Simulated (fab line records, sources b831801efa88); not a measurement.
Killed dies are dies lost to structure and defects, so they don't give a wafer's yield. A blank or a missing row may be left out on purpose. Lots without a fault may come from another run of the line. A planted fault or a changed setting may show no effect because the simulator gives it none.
Which tool did it? | flow sfq_line | 13 lots, 39 wafers sampled, at 6 steps of a route of 325

WHAT THE GAUGES READ, wafer by wafer
SFQ_I0_BOW_MEAS_907.
lot  | measured     | on            | I0_BOW (um)
L771 | day 8 20:34  | film_metro-02 | 6 6 8
L772 | day 9 05:51  | film_metro-04 | 6 0 5
L773 | day 9 12:44  | film_metro-04 | -3 5 4
L776 | day 10 05:50 | film_metro-02 | 3 2 9
L777 | day 10 17:52 | film_metro-03 | -5 9 1
L781 | day 12 02:51 | film_metro-04 | -4 3 4
L783 | day 12 09:52 | film_metro-04 | -5 1 -13
L786 | day 12 23:50 | film_metro-04 | -9 -4 1
L787 | day 13 04:52 | film_metro-02 | -6 0 -11
L789 | day 13 15:40 | film_metro-02 | -2 -9 8
L790 | day 13 18:38 | film_metro-03 | 9 9 -1
L793 | day 14 13:22 | film_metro-02 | -6 9 4
L794 | day 14 23:50 | film_metro-04 | -10 4 9

SFQ_R5_RS_MEAS_933: measures by four-point-probe.
lot  | measured     | on            | R5_MONX_RS (ohm/sq)
L771 | day 56 11:53 | film_metro-02 | 6.88 6.98 6.89
L772 | day 56 13:07 | film_metro-01 | 6.98 6.94 6.92
L773 | day 56 20:44 | film_metro-01 | 7.01 6.89 6.87
L776 | day 57 08:44 | film_metro-01 | 7.04 7.03 7.04
L777 | day 57 13:24 | film_metro-04 | 7.09 6.87 6.96
L781 | day 58 04:46 | film_metro-01 | 7.34 7.22 7.13
L783 | day 59 12:28 | film_metro-01 | 7.29 7.35 7.26
L786 | day 60 03:31 | film_metro-01 | 7.06 7.10 7.08
L787 | day 60 09:30 | film_metro-02 | 7.03 7.15 7.02
L789 | day 60 12:32 | film_metro-01 | 7.00 7.07 7.05
L790 | day 60 17:53 | film_metro-02 | 7.04 7.03 7.08
L793 | day 61 05:56 | film_metro-02 | 6.97 6.93 6.97
L794 | day 61 21:46 | film_metro-01 | 7.04 7.05 6.98

SFQ_R5_THK_MEAS_934: measures by xrf.
lot  | measured     | on            | R5_MONX_THK (nm)
L771 | day 56 12:00 | film_metro-02 | 40.8 39.9 40.3
L772 | day 56 13:13 | film_metro-01 | 39.5 39.7 39.5
L773 | day 56 20:51 | film_metro-01 | 39.5 40.1 40.5
L776 | day 57 08:51 | film_metro-01 | 39.4 39.5 39.8
L777 | day 57 13:29 | film_metro-04 | 39.2 40.4 40.2
L781 | day 58 04:52 | film_metro-01 | 37.7 38.3 38.7
L783 | day 59 12:34 | film_metro-01 | 38.0 37.6 38.2
L786 | day 60 03:38 | film_metro-01 | 39.3 39.3 39.2
L787 | day 60 09:37 | film_metro-02 | 39.6 39.0 39.7
L789 | day 60 12:38 | film_metro-01 | 39.4 39.3 39.3
L790 | day 60 18:01 | film_metro-02 | 39.7 39.8 39.4
L793 | day 61 06:04 | film_metro-02 | 39.8 40.2 40.2
L794 | day 61 21:53 | film_metro-01 | 39.3 39.2 39.6

WHICH TOOL RAN EACH LOT (tool, then ch and the chambers of the sampled wafers, then the start)
lot  | SFQ_TRILAYER_I0_VIA_STRIP_STRIP_035 | SFQ_TRILAYER_A5B_DEP_PECVD_129  | SFQ_TRILAYER_R5_DEP_SPUTTER_133
L771 | rie_metal-04 ch 0,1, day 9 11:19    | pecvd-01 ch 0,2, day 56 04:14   | pvd_sputter-05, day 56 11:49
L772 | rie_metal-04 ch 0,1, day 9 21:07    | pecvd-03 ch 0,1,2, day 56 04:35 | pvd_sputter-06, day 56 13:01
L773 | rie_metal-02 ch 0,1, day 13 15:11   | pecvd-03 ch 0,1,2, day 56 16:20 | pvd_sputter-04, day 56 20:39
L776 | rie_metal-01 ch 0,1, day 14 18:55   | pecvd-04 ch 1,2, day 57 04:20   | pvd_sputter-04, day 57 08:39
L777 | rie_metal-02 ch 1, day 15 13:47     | pecvd-03 ch 0,1,2, day 57 09:01 | pvd_sputter-06, day 57 13:18
L781 | rie_metal-02 ch 0,1, day 17 10:46   | pecvd-03 ch 0,1, day 57 22:10   | pvd_sputter-06, day 58 04:39
L783 | rie_metal-02 ch 0,1, day 17 22:58   | pecvd-03 ch 1,2, day 59 07:56   | pvd_sputter-06, day 59 12:22
L786 | rie_metal-02 ch 0,1, day 18 16:46   | pecvd-03 ch 0,2, day 59 20:58   | pvd_sputter-05, day 60 03:26
L787 | rie_metal-02 ch 0, day 19 01:10     | pecvd-03 ch 1,2, day 60 02:58   | pvd_sputter-04, day 60 09:26
L789 | rie_metal-02 ch 0,1, day 19 13:22   | pecvd-01 ch 0,1,2, day 60 06:34 | pvd_sputter-04, day 60 12:26
L790 | rie_metal-01 ch 0,1, day 19 17:58   | pecvd-03 ch 0,1,2, day 60 10:11 | pvd_sputter-05, day 60 17:49
L793 | rie_metal-02 ch 0,1, day 20 17:58   | pecvd-04 ch 0,2, day 61 01:33   | pvd_sputter-04, day 61 05:52
L794 | rie_metal-04 ch 0,1, day 21 00:06   | pecvd-04 ch 0,2, day 61 17:23   | pvd_sputter-05, day 61 21:42
- SFQ_TRILAYER_I0_VIA_STRIP_STRIP_035: strips in O2.
- SFQ_TRILAYER_A5B_DEP_PECVD_129: deposits SiO2 from SiH4/N2O, time 133.33 s, target thk 600 nm.
- SFQ_TRILAYER_R5_DEP_SPUTTER_133: material MoNx, target thk 40 nm, time 66.7 s.

WHAT THE TOOLS THEMSELVES READ (means of the sampled wafers that have a number; where no wafer has one, the mark that the record gives instead)
SFQ_TRILAYER_I0_VIA_STRIP_STRIP_035.
lot  | tool         | drypump_motor_current_A (A) | oes_product_au (a.u.)
L771 | rie_metal-04 | 5.1                         | 1.010
L772 | rie_metal-04 | 5.2                         | 1.002
L773 | rie_metal-02 | 5.0                         | 0.996
L776 | rie_metal-01 | 5.6                         | 0.993
L777 | rie_metal-02 | 4.7                         | 1.009
L781 | rie_metal-02 | 5.0                         | 1.005
L783 | rie_metal-02 | 5.0                         | 1.003
L786 | rie_metal-02 | 5.4                         | 1.003
L787 | rie_metal-02 | 5.7                         | 0.989
L789 | rie_metal-02 | 5.0                         | 1.007
L790 | rie_metal-01 | 5.7                         | 0.982
L793 | rie_metal-02 | 5.4                         | 1.002
L794 | rie_metal-04 | 5.2                         | 1.005

SFQ_TRILAYER_A5B_DEP_PECVD_129.
lot  | tool     | heater_power_w (W) | susceptor_temp_C (C) | throttle_valve_pct (%)
L771 | pecvd-01 | 94                 | 149.88               | 25.8
L772 | pecvd-03 | 104                | 150.02               | 24.1
L773 | pecvd-03 | 105                | 150.01               | 24.2
L776 | pecvd-04 | 71                 | 149.89               | 25.9
L777 | pecvd-03 | 103                | 149.94               | 24.2
L781 | pecvd-03 | 99                 | 150.06               | 24.6
L783 | pecvd-03 | 97                 | 150.00               | 24.0
L786 | pecvd-03 | 96                 | 150.02               | 25.2
L787 | pecvd-03 | 99                 | 149.90               | 24.1
L789 | pecvd-01 | 92                 | 149.96               | 26.7
L790 | pecvd-03 | 101                | 150.07               | 24.2
L793 | pecvd-04 | 89                 | 149.89               | 24.9
L794 | pecvd-04 | 93                 | 150.02               | 25.0

SFQ_TRILAYER_R5_DEP_SPUTTER_133.
lot  | tool           | cathode_dc_power_W (W) | throttle_valve_pct (%)
L771 | pvd_sputter-05 | 1000.1                 | 29.5
L772 | pvd_sputter-06 | 999.9                  | 30.0
L773 | pvd_sputter-04 | 999.9                  | 29.8
L776 | pvd_sputter-04 | 999.9                  | 30.5
L777 | pvd_sputter-06 | 1000.1                 | 30.4
L781 | pvd_sputter-06 | 969.9                  | 30.3
L783 | pvd_sputter-06 | 969.9                  | 29.5
L786 | pvd_sputter-05 | 999.9                  | 29.4
L787 | pvd_sputter-04 | 999.9                  | 30.4
L789 | pvd_sputter-04 | 1000.0                 | 30.6
L790 | pvd_sputter-05 | 1000.1                 | 29.4
L793 | pvd_sputter-04 | 1000.0                 | 30.5
L794 | pvd_sputter-05 | 999.8                  | 29.3

THE ANSWER, worked out from the rows above alone
Rule: what is usual is taken from the lots themselves. Put in order of their means at a reading, lots are off if they are a third of the lots or fewer, leave a main group of 4 or more, and stand apart from it by a gap of 3 or more times the standard deviation of the main group's means; of several such gaps the widest counts. A main group whose means are all the same, to the digits that the tables above print for the reading, isn't used. A lot without any number at a reading at which 4 lots or more have one is off too. The other lots that the step has rows for count as sound. The gauges are gone through in route order, then the tools' own readings, and for those a lot's mean is taken as printed above. The first step at which some lot is off is used, and at that step the reading that is off furthest; a lot without a number counts as furthest.
Off: L781, L783, at SFQ_R5_THK_MEAS_934 (R5_MONX_THK). The main group: mean 39.7 nm, standard deviation 0.34.
A tool fits if, at a process step before that reading, it ran every lot that is off, and no sound lot after the first of them. The gauges at SFQ_R5_THK_MEAS_934 aren't tried: what is off there is off at SFQ_TRILAYER_R5_DEP_SPUTTER_133 too, on other tools, and a gauge's error can't cause that. One fits: pvd_sputter-06 at SFQ_TRILAYER_R5_DEP_SPUTTER_133. Its last sound lot is L777 (day 57 13:18), its first lot that is off L781 (day 58 04:39): a fault that began between those two fits.
The tool's own readings at SFQ_TRILAYER_R5_DEP_SPUTTER_133 bear it out: on the lots that are off they differ by more than 5 times the standard deviation of the sound lots' means. cathode_dc_power_W reads 969.9 W there against 1000.0 W on the sound lots.

WHAT THE SIMULATOR HAD PUT IN
Process parameter drift: pvd_sputter-06, from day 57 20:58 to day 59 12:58, at SFQ_TRILAYER_R5_DEP_SPUTTER_133. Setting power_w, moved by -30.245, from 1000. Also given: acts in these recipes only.
Lots struck among those shown: L781, L783. The rule above found the same.
